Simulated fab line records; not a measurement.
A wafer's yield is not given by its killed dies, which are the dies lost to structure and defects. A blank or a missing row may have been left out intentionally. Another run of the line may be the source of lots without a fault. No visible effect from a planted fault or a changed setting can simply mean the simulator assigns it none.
Which tool is to blame? ; flow sky130 ; 12 lots, 36 wafers sampled, at 2 steps of a route of 708

## WHAT EACH GAUGE READ, for each wafer
SKY_LDD_P_CD_MEAS_07: the cd target is 380 nm. Usual: cd_nm reads 379.7 nm (standard deviation 2.3).
lot;measured;on;cd_nm (nm);flag
L166;day 19 23:59;cd_sem-01;383.4 381.5 381.4;
L168;day 20 19:22;cd_sem-02;383.1 375.9 379.4;
L170;day 21 02:25;cd_sem-02;378.2 382.7 381.6;
L172;day 21 20:10;cd_sem-01;383.5 381.9 383.3;
L173;day 22 05:21;cd_sem-02;298.8 300.7 300.0;OFF
L175;day 22 20:43;cd_sem-01;380.6 383.1 380.4;
L176;day 23 01:10;cd_sem-01;313.2 315.2 315.9;OFF
L177;day 23 14:01;cd_sem-02;382.6 380.1 379.4;
L183;day 25 22:54;cd_sem-01;381.9 378.4 377.6;
L182;day 26 03:28;cd_sem-01;380.7 381.4 378.6;
L184;day 26 09:32;cd_sem-01;375.1 377.2 376.9;
L187;day 27 08:30;cd_sem-01;375.8 378.3 376.9;

## EACH LOT AND THE TOOL THAT RAN IT (in order: tool; ch and the chambers of the sampled wafers; start)
lot;SKY_LDD_P_DEVELOP_06
L166;litho_track-03 ch 0, day 19 23:50
L168;litho_track-04 ch 0, day 20 19:13
L170;litho_track-04 ch 0, day 21 02:16
L172;litho_track-03 ch 0, day 21 20:01
L173;litho_track-04 ch 0, day 22 05:12
L175;litho_track-02 ch 0, day 22 20:34
L176;litho_track-04 ch 0, day 23 01:01
L177;litho_track-02 ch 0, day 23 13:52
L183;litho_track-04 ch 0, day 25 22:45
L182;litho_track-03 ch 0, day 26 03:19
L184;litho_track-02 ch 0, day 26 09:23
L187;litho_track-04 ch 0, day 27 08:21
- SKY_LDD_P_DEVELOP_06: develop time 60 s.

## AS READ BY THE TOOLS THEMSELVES (means over the sampled wafers that have a number; for cases with no such wafer, the mark the record gives instead)
SKY_LDD_P_DEVELOP_06. Usual: resist_line_temp_C reads 23.00 C (standard deviation 0.1).
lot;tool;resist_line_temp_C (C);flag
L166;litho_track-03;23.09;
L168;litho_track-04;23.15;
L170;litho_track-04;22.89;
L172;litho_track-03;22.99;
L173;litho_track-04;22.87;
L175;litho_track-02;23.04;
L176;litho_track-04;23.04;
L177;litho_track-02;22.98;
L183;litho_track-04;22.98;
L182;litho_track-03;23.00;
L184;litho_track-02;22.99;
L187;litho_track-04;22.99;

## THE ANSWER, worked out from the rows above alone
Rule: a lot is off if the mean of its wafers that have a number lies more than 3 standard deviations from the usual mean. A lot without any number at a reading at which 4 lots or more have one is off too. Any other lot the step has rows for is counted as sound. First the gauges in route order, then the tools' own readings, where a lot's mean is used as printed above. At the first step where some lot is off, the reading lying furthest off is the one used; lots without a number count as furthest.
Off, at SKY_LDD_P_CD_MEAS_07 on cd_nm: L173, L176.
If a tool, at a process step before that reading, ran all the lots that are off and no sound lot after the first of them, it fits. The gauges at SKY_LDD_P_CD_MEAS_07 are tried like those tools. None of those tried fits.

## WHAT THE SIMULATOR HAD INSERTED
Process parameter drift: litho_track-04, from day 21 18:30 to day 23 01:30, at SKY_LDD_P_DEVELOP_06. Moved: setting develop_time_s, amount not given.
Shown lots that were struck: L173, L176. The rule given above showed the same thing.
